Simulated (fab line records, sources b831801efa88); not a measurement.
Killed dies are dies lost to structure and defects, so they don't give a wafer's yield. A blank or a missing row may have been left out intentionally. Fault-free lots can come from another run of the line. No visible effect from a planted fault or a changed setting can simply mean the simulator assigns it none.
fab line records / flow sky130 / part 2 of 2: steps 27 to 38 of 38
record: lots: 5 wafers: 15 last-day: 50
route steps=708 shown POLY_GATE@224 LDD_N@237 LDD_P@255
lots that met no fault: from a run of the same line without faults
start-h: the number of hours between the record's first day and the start of the first shown wafer of the lot / wait-h: hours elapsed since this lot's preceding step / " unchanged from the row above / L1.1+2: a single row standing in for several wafers / - no value, or no start was given / * or withheld: withheld / < > ~ a bound
route shown NAME@n: names a module that has steps shown in the file, with the first one's number in the route / usual: average and standard deviation across the fault-free wafers / same: alike in all rows / chamber/n: place in a boat / sites: the reading at each site / _std_site: their standard deviation / _edge_site: outer sites' mean less inner sites' / radius-mm: how far each site lies from the wafer's centre / mask NAME#n: copy n / behind: the tool/chamber that last shaped the wafer / hold: cause of the lot's hold/its duration in hours/its outcome / device: the n, p or np transistor that did not switch / end of line: at the end of the route, the tests of the same wafers / a step with no rows: only its recipe / killed: dies that structure and defects cost at the first sort, which is not the same as the wafer's yield / map: a wafer's dies, x killed, . not, _ none there
set.NAME: setting as actually run; set.NAME@STEP: the setting as run at that earlier step / model.NAME: the simulator's own value behind a step, which no gauge read
a table for each step, a row for each wafer; lots at some steps of the route
services: the hour from which a tool's chamber was out of use, counted from the record's first day as start-h (under 0 if before that day), plus the number of hours and why
== steps ==
step: SKY_LDD_N_IMPLANT_13
recipe: species: BF2 energy-kev: 50 dose-cm2: 5e+12 tilt-deg: 30 rotation-deg: 90
usual: end-station-pressure-torr: 5.02e-06/2.2e-07 faraday-current-uA: 28.1/0.6
lot.wafer=L074.4 tool=implanter-04 chamber=0 start-h=414.31 wait-h=0.1 end-station-pressure-torr=5.21e-06 faraday-current-uA=27.2
lot.wafer=L074.5 tool=implanter-04 chamber=0 start-h=414.31 wait-h=0.1 end-station-pressure-torr=5.01e-06 faraday-current-uA=27.7
lot.wafer=L074.6 tool=implanter-04 chamber=0 start-h=414.31 wait-h=0.1 end-station-pressure-torr=4.7e-06 faraday-current-uA=28.9
lot.wafer=L076.1 tool=implanter-02 chamber=0 start-h=420.51 wait-h=0.1 end-station-pressure-torr=4.99e-06 faraday-current-uA=28.3
lot.wafer=L076.2 tool=implanter-02 chamber=0 start-h=420.51 wait-h=0.1 end-station-pressure-torr=5.02e-06 faraday-current-uA=28.2
lot.wafer=L076.3 tool=implanter-02 chamber=0 start-h=420.51 wait-h=0.1 end-station-pressure-torr=4.84e-06 faraday-current-uA=27.6
lot.wafer=L092.3 tool=implanter-01 chamber=0 start-h=568.76 wait-h=0.1 end-station-pressure-torr=5.31e-06 faraday-current-uA=28.1
lot.wafer=L092.4 tool=implanter-01 chamber=0 start-h=568.76 wait-h=0.1 end-station-pressure-torr=5.08e-06 faraday-current-uA=27.4
lot.wafer=L092.5 tool=implanter-01 chamber=0 start-h=568.76 wait-h=0.1 end-station-pressure-torr=5.21e-06 faraday-current-uA=28.1
lot.wafer=L093.1 tool=implanter-04 chamber=0 start-h=573.86 wait-h=0.1 end-station-pressure-torr=5.27e-06 faraday-current-uA=28.8
lot.wafer=L093.2 tool=implanter-04 chamber=0 start-h=573.86 wait-h=0.1 end-station-pressure-torr=4.99e-06 faraday-current-uA=28.0
lot.wafer=L093.6 tool=implanter-04 chamber=0 start-h=573.86 wait-h=0.1 end-station-pressure-torr=4.62e-06 faraday-current-uA=28.6
lot.wafer=L097.1 tool=implanter-02 chamber=0 start-h=603.36 wait-h=0.1 end-station-pressure-torr=5.33e-06 faraday-current-uA=27.7
lot.wafer=L097.3 tool=implanter-02 chamber=0 start-h=603.36 wait-h=0.1 end-station-pressure-torr=4.82e-06 faraday-current-uA=29.2
lot.wafer=L097.5 tool=implanter-02 chamber=0 start-h=603.36 wait-h=0.1 end-station-pressure-torr=5.31e-06 faraday-current-uA=29.4
step: SKY_LDD_N_IMPLANT_14
recipe: species: BF2 energy-kev: 50 dose-cm2: 5e+12 tilt-deg: 30 rotation-deg: 180
usual: end-station-pressure-torr: 4.99e-06/2.9e-07 faraday-current-uA: 28.2/0.54
lot.wafer=L074.4 tool=implanter-04 chamber=0 start-h=414.46 wait-h=0.1 end-station-pressure-torr=4.81e-06 faraday-current-uA=29.0
lot.wafer=L074.5 tool=implanter-04 chamber=0 start-h=414.46 wait-h=0.1 end-station-pressure-torr=4.47e-06 faraday-current-uA=27.9
lot.wafer=L074.6 tool=implanter-04 chamber=0 start-h=414.46 wait-h=0.1 end-station-pressure-torr=5.12e-06 faraday-current-uA=29.0
lot.wafer=L076.1 tool=implanter-02 chamber=0 start-h=420.66 wait-h=0.1 end-station-pressure-torr=5.39e-06 faraday-current-uA=28.1
lot.wafer=L076.2 tool=implanter-02 chamber=0 start-h=420.66 wait-h=0.1 end-station-pressure-torr=5.04e-06 faraday-current-uA=28.0
lot.wafer=L076.3 tool=implanter-02 chamber=0 start-h=420.66 wait-h=0.1 end-station-pressure-torr=4.52e-06 faraday-current-uA=27.8
lot.wafer=L092.3 tool=implanter-01 chamber=0 start-h=568.91 wait-h=0.1 end-station-pressure-torr=5.27e-06 faraday-current-uA=27.7
lot.wafer=L092.4 tool=implanter-01 chamber=0 start-h=568.91 wait-h=0.1 end-station-pressure-torr=4.53e-06 faraday-current-uA=27.8
lot.wafer=L092.5 tool=implanter-01 chamber=0 start-h=568.91 wait-h=0.1 end-station-pressure-torr=5.24e-06 faraday-current-uA=29.2
lot.wafer=L093.1 tool=implanter-04 chamber=0 start-h=574.01 wait-h=0.1 end-station-pressure-torr=4.84e-06 faraday-current-uA=27.6
lot.wafer=L093.2 tool=implanter-04 chamber=0 start-h=574.01 wait-h=0.1 end-station-pressure-torr=5.36e-06 faraday-current-uA=28.3
lot.wafer=L093.6 tool=implanter-04 chamber=0 start-h=574.01 wait-h=0.1 end-station-pressure-torr=4.77e-06 faraday-current-uA=28.2
lot.wafer=L097.1 tool=implanter-02 chamber=0 start-h=603.51 wait-h=0.1 end-station-pressure-torr=4.96e-06 faraday-current-uA=27.8
lot.wafer=L097.3 tool=implanter-02 chamber=0 start-h=603.51 wait-h=0.1 end-station-pressure-torr=5.17e-06 faraday-current-uA=28.7
lot.wafer=L097.5 tool=implanter-02 chamber=0 start-h=603.51 wait-h=0.1 end-station-pressure-torr=5.1e-06 faraday-current-uA=29.0
step: SKY_LDD_N_IMPLANT_15
recipe: species: BF2 energy-kev: 50 dose-cm2: 5e+12 tilt-deg: 30 rotation-deg: 270
usual: end-station-pressure-torr: 5.02e-06/2.6e-07 faraday-current-uA: 28.3/0.59
lot.wafer=L074.4 tool=implanter-04 chamber=0 start-h=414.61 wait-h=0.1 end-station-pressure-torr=4.98e-06 faraday-current-uA=29.2
lot.wafer=L074.5 tool=implanter-04 chamber=0 start-h=414.61 wait-h=0.1 end-station-pressure-torr=4.86e-06 faraday-current-uA=28.5
lot.wafer=L074.6 tool=implanter-04 chamber=0 start-h=414.61 wait-h=0.1 end-station-pressure-torr=4.88e-06 faraday-current-uA=27.2
lot.wafer=L076.1 tool=implanter-02 chamber=0 start-h=420.81 wait-h=0.1 end-station-pressure-torr=4.55e-06 faraday-current-uA=28.2
lot.wafer=L076.2 tool=implanter-02 chamber=0 start-h=420.81 wait-h=0.1 end-station-pressure-torr=5.15e-06 faraday-current-uA=28.5
lot.wafer=L076.3 tool=implanter-02 chamber=0 start-h=420.81 wait-h=0.1 end-station-pressure-torr=5.1e-06 faraday-current-uA=28.9
lot.wafer=L092.3 tool=implanter-01 chamber=0 start-h=569.06 wait-h=0.1 end-station-pressure-torr=4.76e-06 faraday-current-uA=28.4
lot.wafer=L092.4 tool=implanter-01 chamber=0 start-h=569.06 wait-h=0.1 end-station-pressure-torr=4.5e-06 faraday-current-uA=28.0
lot.wafer=L092.5 tool=implanter-01 chamber=0 start-h=569.06 wait-h=0.1 end-station-pressure-torr=5.69e-06 faraday-current-uA=27.8
lot.wafer=L093.1 tool=implanter-04 chamber=0 start-h=574.16 wait-h=0.1 end-station-pressure-torr=5.32e-06 faraday-current-uA=28.7
lot.wafer=L093.2 tool=implanter-04 chamber=0 start-h=574.16 wait-h=0.1 end-station-pressure-torr=4.95e-06 faraday-current-uA=29.0
lot.wafer=L093.6 tool=implanter-04 chamber=0 start-h=574.16 wait-h=0.1 end-station-pressure-torr=5.14e-06 faraday-current-uA=28.7
lot.wafer=L097.1 tool=implanter-02 chamber=0 start-h=603.66 wait-h=0.1 end-station-pressure-torr=4.98e-06 faraday-current-uA=27.2
lot.wafer=L097.3 tool=implanter-02 chamber=0 start-h=603.66 wait-h=0.1 end-station-pressure-torr=5.16e-06 faraday-current-uA=28.7
lot.wafer=L097.5 tool=implanter-02 chamber=0 start-h=603.66 wait-h=0.1 end-station-pressure-torr=5.17e-06 faraday-current-uA=28.1
step: SKY_LDD_N_STRIP_16
recipe: chemistry: O2/N2 power-w: 1400 pressure-mtorr: 1500 platen-temp-c: withheld o2-flow-sccm: 3000 n2-flow-sccm: 300 overash-fraction: 0.5
usual: drypump-motor-current-A: 5.6/0.36 oes-product-au: 0.406/0.0046 strip-time-to-endpoint-s: 4.320/0.017
lot.wafer=L074.4 tool=plasma-asher-04 chamber=0 start-h=414.72 wait-h=0.1 drypump-motor-current-A=5.7 oes-product-au=0.415 rf-hours-counter-h=- strip-time-to-endpoint-s=4.310
lot.wafer=L074.5 tool=plasma-asher-04 chamber=0 start-h=414.72 wait-h=0.1 drypump-motor-current-A=5.7 oes-product-au=0.406 rf-hours-counter-h=- strip-time-to-endpoint-s=4.332
lot.wafer=L074.6 tool=plasma-asher-04 chamber=1 start-h=414.72 wait-h=0.1 drypump-motor-current-A=5.0 oes-product-au=0.405 rf-hours-counter-h=- strip-time-to-endpoint-s=4.333
lot.wafer=L076.1 tool=plasma-asher-03 chamber=0 start-h=420.96 wait-h=0.1 drypump-motor-current-A=6.0 oes-product-au=0.406 rf-hours-counter-h=73 strip-time-to-endpoint-s=4.329
lot.wafer=L076.2 tool=plasma-asher-03 chamber=1 start-h=420.96 wait-h=0.1 drypump-motor-current-A=5.8 oes-product-au=0.405 rf-hours-counter-h=73 strip-time-to-endpoint-s=4.330
lot.wafer=L076.3 tool=plasma-asher-03 chamber=0 start-h=420.96 wait-h=0.1 drypump-motor-current-A=6.0 oes-product-au=0.400 rf-hours-counter-h=- strip-time-to-endpoint-s=4.313
lot.wafer=L092.3 tool=plasma-asher-04 chamber=1 start-h=569.19 wait-h=0.1 drypump-motor-current-A=5.0 oes-product-au=0.409 rf-hours-counter-h=- strip-time-to-endpoint-s=4.323
lot.wafer=L092.4 tool=plasma-asher-04 chamber=0 start-h=569.19 wait-h=0.1 drypump-motor-current-A=5.7 oes-product-au=0.412 rf-hours-counter-h=- strip-time-to-endpoint-s=4.318
lot.wafer=L092.5 tool=plasma-asher-04 chamber=1 start-h=569.19 wait-h=0.1 drypump-motor-current-A=5.0 oes-product-au=0.405 rf-hours-counter-h=- strip-time-to-endpoint-s=4.348
lot.wafer=L093.1 tool=plasma-asher-04 chamber=1 start-h=574.31 wait-h=0.1 drypump-motor-current-A=5.0 oes-product-au=0.406 rf-hours-counter-h=15 strip-time-to-endpoint-s=4.344
lot.wafer=L093.2 tool=plasma-asher-04 chamber=0 start-h=574.31 wait-h=0.1 drypump-motor-current-A=5.7 oes-product-au=0.400 rf-hours-counter-h=15 strip-time-to-endpoint-s=4.313
lot.wafer=L093.6 tool=plasma-asher-04 chamber=1 start-h=574.31 wait-h=0.1 drypump-motor-current-A=5.1 oes-product-au=0.406 rf-hours-counter-h=- strip-time-to-endpoint-s=4.320
lot.wafer=L097.1 tool=plasma-asher-01 chamber=1 start-h=603.81 wait-h=0.1 drypump-motor-current-A=5.8 oes-product-au=0.408 rf-hours-counter-h=49 strip-time-to-endpoint-s=4.308
lot.wafer=L097.3 tool=plasma-asher-01 chamber=1 start-h=603.81 wait-h=0.1 drypump-motor-current-A=5.8 oes-product-au=0.412 rf-hours-counter-h=- strip-time-to-endpoint-s=4.331
lot.wafer=L097.5 tool=plasma-asher-01 chamber=0 start-h=603.81 wait-h=0.1 drypump-motor-current-A=5.9 oes-product-au=0.399 rf-hours-counter-h=- strip-time-to-endpoint-s=4.338
step: SKY_LDD_N_TW_MEAS_17
usual: LDD_N_TW: 2574/25
lot.wafer=L074.4 tool=film-metro-03 chamber=- start-h=414.81 wait-h=0.1 LDD_N_TW=2598
lot.wafer=L074.5 tool=film-metro-03 chamber=- start-h=414.81 wait-h=0.1 LDD_N_TW=2587
lot.wafer=L074.6 tool=film-metro-03 chamber=- start-h=414.81 wait-h=0.1 LDD_N_TW=2604
lot.wafer=L076.1 tool=film-metro-02 chamber=- start-h=421.06 wait-h=0.1 LDD_N_TW=2544
lot.wafer=L076.2 tool=film-metro-02 chamber=- start-h=421.06 wait-h=0.1 LDD_N_TW=2541
lot.wafer=L076.3 tool=film-metro-02 chamber=- start-h=421.06 wait-h=0.1 LDD_N_TW=2554
lot.wafer=L092.3 tool=film-metro-03 chamber=- start-h=569.28 wait-h=0.1 LDD_N_TW=2583
lot.wafer=L092.4 tool=film-metro-03 chamber=- start-h=569.28 wait-h=0.1 LDD_N_TW=2583
lot.wafer=L092.5 tool=film-metro-03 chamber=- start-h=569.28 wait-h=0.1 LDD_N_TW=2587
lot.wafer=L093.1 tool=film-metro-01 chamber=- start-h=574.41 wait-h=0.1 LDD_N_TW=2573
lot.wafer=L093.2 tool=film-metro-01 chamber=- start-h=574.41 wait-h=0.1 LDD_N_TW=2566
lot.wafer=L093.6 tool=film-metro-01 chamber=- start-h=574.41 wait-h=0.1 LDD_N_TW=2580
lot.wafer=L097.1 tool=film-metro-01 chamber=- start-h=603.91 wait-h=0.1 LDD_N_TW=2587
lot.wafer=L097.3 tool=film-metro-01 chamber=- start-h=603.91 wait-h=0.1 LDD_N_TW=2602
lot.wafer=L097.5 tool=film-metro-01 chamber=- start-h=603.91 wait-h=0.1 LDD_N_TW=2593
step: SKY_LDD_P_DEHYDRATE_00
recipe: temp-c: 200 time-s: 60
lot.wafer=L074.4+5+6 tool=litho-track-03 chamber=0 start-h=428.78 wait-h=14.0
lot.wafer=L076.1+2+3 tool=litho-track-03 chamber=0 start-h=435.71 wait-h=14.6
lot.wafer=L092.3+4+5 tool=litho-track-04 chamber=0 start-h=583.60 wait-h=14.3
lot.wafer=L093.1+2+6 tool=litho-track-03 chamber=0 start-h=588.51 wait-h=14.1
lot.wafer=L097.1+3+5 tool=litho-track-01 chamber=0 start-h=617.50 wait-h=13.6
step: SKY_LDD_P_HMDS_01
recipe: prime-time-s: 60 prime-temp-c: 120
usual: prime-temp-c: 119.98/0.14
lot.wafer=L074.4 tool=litho-track-03 chamber=0 start-h=428.93 wait-h=0.1 prime-temp-c=120.17
lot.wafer=L074.5 tool=litho-track-03 chamber=0 start-h=428.93 wait-h=0.1 prime-temp-c=119.87
lot.wafer=L074.6 tool=litho-track-03 chamber=0 start-h=428.93 wait-h=0.1 prime-temp-c=119.93
lot.wafer=L076.1 tool=litho-track-03 chamber=0 start-h=435.86 wait-h=0.1 prime-temp-c=119.99
lot.wafer=L076.2 tool=litho-track-03 chamber=0 start-h=435.86 wait-h=0.1 prime-temp-c=120.18
lot.wafer=L076.3 tool=litho-track-03 chamber=0 start-h=435.86 wait-h=0.1 prime-temp-c=119.87
lot.wafer=L092.3 tool=litho-track-04 chamber=0 start-h=583.75 wait-h=0.1 prime-temp-c=119.91
lot.wafer=L092.4 tool=litho-track-04 chamber=0 start-h=583.75 wait-h=0.1 prime-temp-c=119.88
lot.wafer=L092.5 tool=litho-track-04 chamber=0 start-h=583.75 wait-h=0.1 prime-temp-c=119.78
lot.wafer=L093.1 tool=litho-track-03 chamber=0 start-h=588.66 wait-h=0.1 prime-temp-c=120.21
lot.wafer=L093.2 tool=litho-track-03 chamber=0 start-h=588.66 wait-h=0.1 prime-temp-c=119.92
lot.wafer=L093.6 tool=litho-track-03 chamber=0 start-h=588.66 wait-h=0.1 prime-temp-c=120.06
lot.wafer=L097.1 tool=litho-track-01 chamber=0 start-h=617.65 wait-h=0.1 prime-temp-c=119.93
lot.wafer=L097.3 tool=litho-track-01 chamber=0 start-h=617.65 wait-h=0.1 prime-temp-c=119.90
lot.wafer=L097.5 tool=litho-track-01 chamber=0 start-h=617.65 wait-h=0.1 prime-temp-c=120.11
step: SKY_LDD_P_COAT_02
recipe: resist: NOVOLAK spin-rpm: 3000 resist-thk-nm: 1140
lot.wafer=L074.4+5+6 tool=litho-track-03 chamber=0 start-h=429.08 wait-h=0.1
lot.wafer=L076.1+2+3 tool=litho-track-03 chamber=0 start-h=436.01 wait-h=0.1
lot.wafer=L092.3+4+5 tool=litho-track-04 chamber=0 start-h=583.90 wait-h=0.1
lot.wafer=L093.1+2+6 tool=litho-track-03 chamber=0 start-h=588.81 wait-h=0.1
lot.wafer=L097.1+3+5 tool=litho-track-01 chamber=0 start-h=617.80 wait-h=0.1
step: SKY_LDD_P_SOFTBAKE_03
recipe: temp-c: 90 time-s: 60 resist: NOVOLAK
lot.wafer=L074.4+5+6 tool=litho-track-03 chamber=0 start-h=429.23 wait-h=0.1
lot.wafer=L076.1+2+3 tool=litho-track-03 chamber=0 start-h=436.16 wait-h=0.1
lot.wafer=L092.3+4+5 tool=litho-track-04 chamber=0 start-h=584.05 wait-h=0.1
lot.wafer=L093.1+2+6 tool=litho-track-03 chamber=0 start-h=588.96 wait-h=0.1
lot.wafer=L097.1+3+5 tool=litho-track-01 chamber=0 start-h=617.95 wait-h=0.1
step: SKY_LDD_P_EXPOSE_04
recipe: mask-id: PSDM na: 0.6 source-shape: conventional sigma-outer: 0.6 polarization: unpolarized target-cd-nm: 380 dose-mj: 138
lot.wafer=L074.4+5+6 tool=iline-stepper-01 chamber=0 start-h=- wait-h=- mask=PSDM#0
lot.wafer=L076.1+2+3 tool=iline-stepper-02 chamber=0 start-h=- wait-h=- mask=PSDM#0
lot.wafer=L092.3+4+5 tool=iline-stepper-01 chamber=0 start-h=- wait-h=- mask=PSDM#0
lot.wafer=L093.1+2+6 tool=iline-stepper-02 chamber=0 start-h=- wait-h=- mask=PSDM#0
lot.wafer=L097.1+3+5 tool=iline-stepper-01 chamber=0 start-h=- wait-h=- mask=PSDM#0
step: SKY_LDD_P_PEB_05
recipe: temp-c: withheld time-s: * resist: NOVOLAK
lot.wafer=L074.4+5+6 tool=litho-track-01 chamber=0 start-h=- wait-h=-
lot.wafer=L076.1+2+3 tool=litho-track-01 chamber=0 start-h=- wait-h=-
lot.wafer=L092.3+4+5 tool=litho-track-01 chamber=0 start-h=- wait-h=-
lot.wafer=L093.1+2+6 tool=litho-track-03 chamber=0 start-h=- wait-h=-
lot.wafer=L097.1+3+5 tool=litho-track-04 chamber=0 start-h=- wait-h=-
step: SKY_LDD_P_DEVELOP_06
recipe: resist: NOVOLAK developer: TMAH develop-time-s: 60 dev-temp-c: 23
lot.wafer=L074.4+5+6 tool=litho-track-01 chamber=0 start-h=443.87 wait-h=0.1
lot.wafer=L076.1+2+3 tool=litho-track-01 chamber=0 start-h=451.80 wait-h=0.1
lot.wafer=L092.3+4+5 tool=litho-track-01 chamber=0 start-h=598.55 wait-h=0.1
lot.wafer=L093.1+2+6 tool=litho-track-03 chamber=0 start-h=603.35 wait-h=0.1
lot.wafer=L097.1+3+5 tool=litho-track-04 chamber=0 start-h=632.20 wait-h=0.1
== services ==
tool=implanter-02 chamber=- start-h=346.43 hours=6.3 kind=repair
tool=rie-diel-01 chamber=1 start-h=349.25 hours=2.9 kind=repair
tool=rie-diel-02 chamber=3 start-h=363.21 hours=6.3 kind=repair
tool=rie-diel-02 chamber=0 start-h=367.30 hours=4.7 kind=repair
tool=iline-stepper-01 chamber=- start-h=374.80 hours=1.7 kind=pm
tool=implanter-02 chamber=- start-h=385.43 hours=5.3 kind=pm
tool=implanter-04 chamber=- start-h=388.11 hours=9.9 kind=repair
tool=rie-diel-01 chamber=0 start-h=397.34 hours=2.4 kind=repair
tool=implanter-04 chamber=- start-h=403.31 hours=4.2 kind=repair
tool=rie-diel-02 chamber=0 start-h=409.98 hours=4.1 kind=repair
tool=implanter-01 chamber=- start-h=418.16 hours=6.7 kind=repair
tool=iline-stepper-01 chamber=- start-h=442.92 hours=10.1 kind=repair
tool=implanter-02 chamber=- start-h=459.08 hours=4.2 kind=pm
tool=implanter-02 chamber=- start-h=470.16 hours=1.2 kind=repair
tool=implanter-04 chamber=- start-h=481.94 hours=2.9 kind=pm
tool=implanter-01 chamber=- start-h=493.97 hours=1.6 kind=repair
tool=iline-stepper-01 chamber=- start-h=532.16 hours=4.1 kind=repair
tool=implanter-04 chamber=- start-h=537.56 hours=1.0 kind=repair
tool=iline-stepper-01 chamber=- start-h=539.05 hours=2.1 kind=repair
tool=implanter-02 chamber=- start-h=552.35 hours=4.2 kind=repair
tool=implanter-01 chamber=- start-h=586.31 hours=3.4 kind=pm
tool=implanter-02 chamber=- start-h=586.41 hours=3.4 kind=repair
tool=iline-stepper-01 chamber=- start-h=592.87 hours=1.7 kind=pm
tool=implanter-04 chamber=- start-h=629.13 hours=4.7 kind=pm
